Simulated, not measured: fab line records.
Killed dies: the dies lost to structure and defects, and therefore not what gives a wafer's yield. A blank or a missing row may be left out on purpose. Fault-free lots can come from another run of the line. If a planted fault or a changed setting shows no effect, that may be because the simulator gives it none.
The tool behind it: which one?	flow sky130	12 lots, 36 wafers sampled, at 2 steps of a route of 708

## WHAT EACH GAUGE READ, for each wafer
SKY_VIA3_RS_MEAS_22: measures by four-point-probe. Usual: VIA3_W_RS 0.291 ohm/sq, standard deviation 0.0054.
lot	measured	on	VIA3_W_RS (ohm/sq)	flag
L409	day 40 01:23	film metro-01	0.296 0.291 0.298	
L410	day 40 03:26	film metro-04	0.289 0.289 0.285	
L411	day 40 14:36	film metro-02	0.282 0.284 0.288	
L412	day 40 21:16	film metro-04	0.294 0.291 0.290	
L413	day 41 00:47	film metro-01	0.293 0.288 0.290	
L419	day 42 22:56	film metro-04	0.288 0.299 0.291	
L421	day 43 10:04	film metro-01	0.288 0.297 0.298	
L422	day 43 16:38	film metro-01	0.301 0.289 0.302	
L424	day 44 05:08	film metro-01	0.284 0.295 0.284	
L427	day 45 02:13	film metro-02	0.297 0.295 0.287	
L428	day 45 12:38	film metro-04	0.294 0.295 0.296	
L431	day 46 02:14	film metro-01	0.288 0.299 0.287	

## TOOL THAT RAN EACH LOT (tool first, then ch and the chambers of the sampled wafers, then the start)
lot	SKY_CAPM_CVD_00
L409	pecvd-03 ch 0,1,2, day 36 16:48
L410	pecvd-04 ch 0,1, day 36 18:48
L411	pecvd-03 ch 1,2, day 37 06:38
L412	pecvd-03 ch 1,2, day 37 14:50
L413	pecvd-02 ch 0,1, day 37 18:21
L419	pecvd-02 ch 0,1,2, day 39 19:57
L421	pecvd-04 ch 0,2, day 40 07:28
L422	pecvd-02 ch 0,1,2, day 40 14:04
L424	pecvd-03 ch 0,1,2, day 41 03:22
L427	pecvd-03 ch 0,1,2, day 42 01:47
L428	pecvd-03 ch 0,2, day 42 12:55
L431	pecvd-04 ch 0,2, day 43 02:20
- SKY_CAPM_CVD_00: deposits SiO2, target thk 15.5 nm.

## WHAT THE TOOLS THEMSELVES READ (means of the sampled wafers that have a number; where no wafer has one, the mark that the record gives instead)
SKY_CAPM_CVD_00. Usual: 691 W for heater power w, sd 65.
lot	tool	heater power w (W)	flag
L409	pecvd-03	721	
L410	pecvd-04	717	
L411	pecvd-03	751	
L412	pecvd-03	713	
L413	pecvd-02	683	
L419	pecvd-02	680	
L421	pecvd-04	667	
L422	pecvd-02	724	
L424	pecvd-03	733	
L427	pecvd-03	738	
L428	pecvd-03	693	
L431	pecvd-04	668	

## THE ANSWER, worked out from the rows above alone
Rule: take the mean of a lot's wafers that have a number; if it is more than 3 standard deviations from the usual mean, the lot is off. A lot without any number at a reading at which 4 lots or more have one is off too. The other lots that the step has rows for count as sound. After the gauges, taken in route order, come the tools' own readings; for these a lot's mean is taken, as printed above. At the first step where some lot is off, the reading lying furthest off is the one used; lots without a number count as furthest.
Across all readings shown, no lot is off: no conclusion can be drawn from this.

## WHAT WAS PUT IN BY THE SIMULATOR
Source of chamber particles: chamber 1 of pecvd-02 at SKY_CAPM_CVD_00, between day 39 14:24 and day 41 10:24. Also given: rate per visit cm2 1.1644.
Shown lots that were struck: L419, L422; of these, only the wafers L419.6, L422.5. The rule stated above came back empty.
